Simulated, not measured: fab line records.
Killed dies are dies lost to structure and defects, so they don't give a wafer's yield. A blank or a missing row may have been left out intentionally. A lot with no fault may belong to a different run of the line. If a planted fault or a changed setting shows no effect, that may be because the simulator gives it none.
Chamber matching    flow gf180mcu    GF_SAB_CVD_00 on pecvd-01: 3 sister chambers
The step deposits SiO2 from TEOS, target thk 50 nm, time 4.9302 s. 3 wafers are shown with their chamber, then 8 later ones without.

## WAFERS, EACH WITH ITS CHAMBER
wafer   chamber  rf-fwd-power-W (W)
L956.6  2        589.3
L962.5  0        591.7
L971.1  1        581.6

## WAFERS WHOSE CHAMBER IS MISSING
wafer   rf-fwd-power-W (W)
L971.4  584.4
L971.5  590.2
L973.3  585.4
L973.4  586.7
L973.6  587.5
L977.3  584.6
L977.4  583.9
L977.6  590.2

## WHICH CHAMBER EACH WENT THROUGH
wafer   from the rows above           in truth
L971.4  can't be placed: 1 or 2 or 0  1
L971.5  can't be placed: 2 or 0       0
L973.3  can't be placed: 1 or 2 or 0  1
L973.4  can't be placed: 2 or 0 or 1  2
L973.6  can't be placed: 2 or 0 or 1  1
L977.3  can't be placed: 1 or 2 or 0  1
L977.4  can't be placed: 1 or 2       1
L977.6  can't be placed: 2 or 0       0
Placed correctly: 0 of 8. Can't be placed from these rows: 8 (the true chamber is among the candidates in 8). Placed wrongly: 0.
How it was worked out, from the rows above alone: a wafer's distance from a chamber is the root of the sum, over the readings, of the square of ((its reading less the chamber's mean) divided by the reading's scatter). The wafer belongs to the nearest chamber; if the next one is less than 2 further off, it can't be placed. Each chamber's mean is taken over the wafers shown for it. The scatter (one wafer shown for each chamber): square how far every hidden wafer sits from the nearest shown wafer, average those squares and take the square root.
